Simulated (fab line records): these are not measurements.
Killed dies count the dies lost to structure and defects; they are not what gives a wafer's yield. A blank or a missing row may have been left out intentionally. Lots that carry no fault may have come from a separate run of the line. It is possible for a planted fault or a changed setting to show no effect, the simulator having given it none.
A lot that was struck, set against a sound lot ; flow sfq line ; 26 out of 325 route steps
Sound: wafers L889.1, L889.2, L889.5. Struck: wafer L897.4. (L897.3 of the same lot was not struck and is left out.) The cause comes at the end.
Per side, at each step with rows, come the tool, then ch with its chambers, and then its first start. Under that, the readings that differ: sound wafers ; struck wafers ; difference of the means ; sigmas: that difference in standard deviations of wafers without a fault.
alike: a reading whose means differ by less than 2 such deviations, as well as words and numbers matching on both sides. not compared: withheld readings; readings where some wafer has no value; bounds like >300 that might hide an equal value; numbers whose values overlap and for which the record gives no deviation.
The two part at a step that has a row with sigmas, a row that says differs or no value, or rows on one side only. Non-overlapping numbers with no deviation appear without sigmas and do not part them. A reading that every wafer of one side lacks parts them only if that side has two wafers or more.

SFQ_L0_RS_MEAS_901: measures by four-point-probe.
  sound on film metro-01, day 2 03:34; struck on film metro-04, day 3 19:53
  alike: L0_MONX_KI_RS
  not compared: hold
SFQ_L0_THK_MEAS_902: measures by xrf.
  sound on film metro-01, day 2 03:41; struck on film metro-04, day 4 01:29
  alike: L0_MONX_KI_THK
  not compared: hold
then, 7 steps without rows for these wafers: SFQ_TRILAYER_L0_LITHO_COAT_010 (resist thk 62 nm); SFQ_TRILAYER_L0_LITHO_COAT_005 (resist thk 600 nm); SFQ_TRILAYER_L0_LITHO_SOFTBAKE_009; SFQ_TRILAYER_L0_LITHO_EXPOSE_006 (exposes mask L0, target cd 2000 nm); SFQ_TRILAYER_L0_LITHO_PEB_008 (peb time 60 s); SFQ_TRILAYER_L0_LITHO_DEVELOP_007 (time 60 s); SFQ_TRILAYER_L0_BARC_OPEN_METAL_ETCH_010 (etches BARC in O2, target depth 125 nm, time 41.7 s).
SFQ_TRILAYER_L0_ETCH_METAL_ETCH_008: etches MoNx KI in SF6/O2, stops on SiO2, target depth 50 nm, time 25 s.
  sound on rie metal-04 ch 0,1, day 2 16:53; struck on rie metal-04 ch 1, day 4 11:19
  alike: drypump motor current A, oes product au
  not compared: rf hours counter h
SFQ_TRILAYER_L0_STRIP_STRIP_009: strips in O2.
  sound on rie metal-04 ch 0,1, day 2 16:55; struck on rie metal-04 ch 1, day 4 11:32
  alike: drypump motor current A, oes product au
  not compared: rf hours counter h
then, 1 step without rows for these wafers: SFQ_TRILAYER_L0_STRIP_SOLV_CLEAN_010 (cleans in NMP, time 600 s).
SFQ_TRILAYER_L0_CAP_PECVD_011: deposits SiO2 from SiH4/N2O, time 13.333 s, target thk 60 nm.
  sound on pecvd-04 ch 0,1, day 2 17:42; struck on pecvd-02 ch 1, day 4 12:07
reading;sound;struck;difference;sigmas
model.SiO2_of_TRILAYER_L0_CAP_PECVD_011.thk nm (nm);60.35 59.64 60.51;51.41;-8.76;
  alike: heater power w, throttle valve pct
then, 6 steps without rows for these wafers: SFQ_TRILAYER_L0_VIA_LITHO_COAT_018 (resist thk 62 nm); SFQ_TRILAYER_L0_VIA_LITHO_COAT_013 (resist thk 650 nm); SFQ_TRILAYER_L0_VIA_LITHO_SOFTBAKE_017; SFQ_TRILAYER_L0_VIA_LITHO_EXPOSE_014 (exposes mask L0V, target cd 700 nm); SFQ_TRILAYER_L0_VIA_LITHO_PEB_016 (peb time 60 s); SFQ_TRILAYER_L0_VIA_LITHO_DEVELOP_015 (time 60 s).
-- the record jumps here: 5 days lie between the struck wafers' starts before and after --
SFQ_L0V_OVL_MEAS_903:
  sound on overlay-01, day 5 13:31; struck on overlay-01, day 9 07:38
  alike: L0V_OVL
SFQ_TRILAYER_L0_VIA_BARC_OPEN_VIA_ETCH_021: etches BARC in O2, target depth 125 nm, time 41.7 s.
  sound on rie diel-03 ch 1,2,3, day 5 13:34; struck on rie diel-04 ch 1, day 9 07:40
  alike: drypump motor current A, oes product au
  not compared: rf hours counter h
SFQ_TRILAYER_L0_VIA_ETCH_VIA_ETCH_016: etches SiO2 in CHF3, stops on MoNx KI, target depth 80 nm.
  sound on rie diel-03 ch 1,2,3, day 5 13:36; struck on rie diel-04 ch 1, day 9 07:41
reading;sound;struck;difference;sigmas
oes product au (a.u.);0.842 0.835 0.848;0.775;-0.067;-8
model.L0V.feature depth nm (nm);60.35 59.64 60.51;51.41;-8.76;
model.etch.depth nm (nm);60.35 59.64 60.51;51.41;-8.76;
  alike: drypump motor current A
SFQ_TRILAYER_L0_VIA_STRIP_STRIP_017: strips in O2.
  sound on rie metal-01 ch 0,1, day 5 13:38; struck on rie metal-03 ch 0, day 9 08:08
  alike: drypump motor current A, oes product au
  not compared: rf hours counter h
then, 1 step without rows for these wafers: SFQ_TRILAYER_L0_VIA_STRIP_SOLV_CLEAN_018 (cleans in NMP, time 600 s).
SFQ_TRILAYER_M0_DEP_PRE_CLEAN_020: time 15 s.
  sound on pvd sputter-04, day 5 14:25; struck on pvd sputter-03, day 9 09:08
reading;sound;struck;difference;sigmas
model.SiO2_of_TRILAYER_L0_CAP_PECVD_011.thk nm (nm);55.35 54.64 55.51;46.41;-8.76;
SFQ_TRILAYER_M0_DEP_SPUTTER_019: material Nb, target thk 200 nm, time 133.3 s.
  sound on pvd sputter-04, day 5 14:26; struck on pvd sputter-03, day 9 09:10
  alike: chamber pressure pa, throttle valve pct

== WHERE THEY PART ==
Within this record, at SFQ_TRILAYER_L0_VIA_ETCH_VIA_ETCH_016 only. Later steps at which nothing parts them and some readings are alike: SFQ_TRILAYER_L0_VIA_STRIP_STRIP_017, SFQ_TRILAYER_M0_DEP_SPUTTER_019.

WHY: whatever the simulator had introduced
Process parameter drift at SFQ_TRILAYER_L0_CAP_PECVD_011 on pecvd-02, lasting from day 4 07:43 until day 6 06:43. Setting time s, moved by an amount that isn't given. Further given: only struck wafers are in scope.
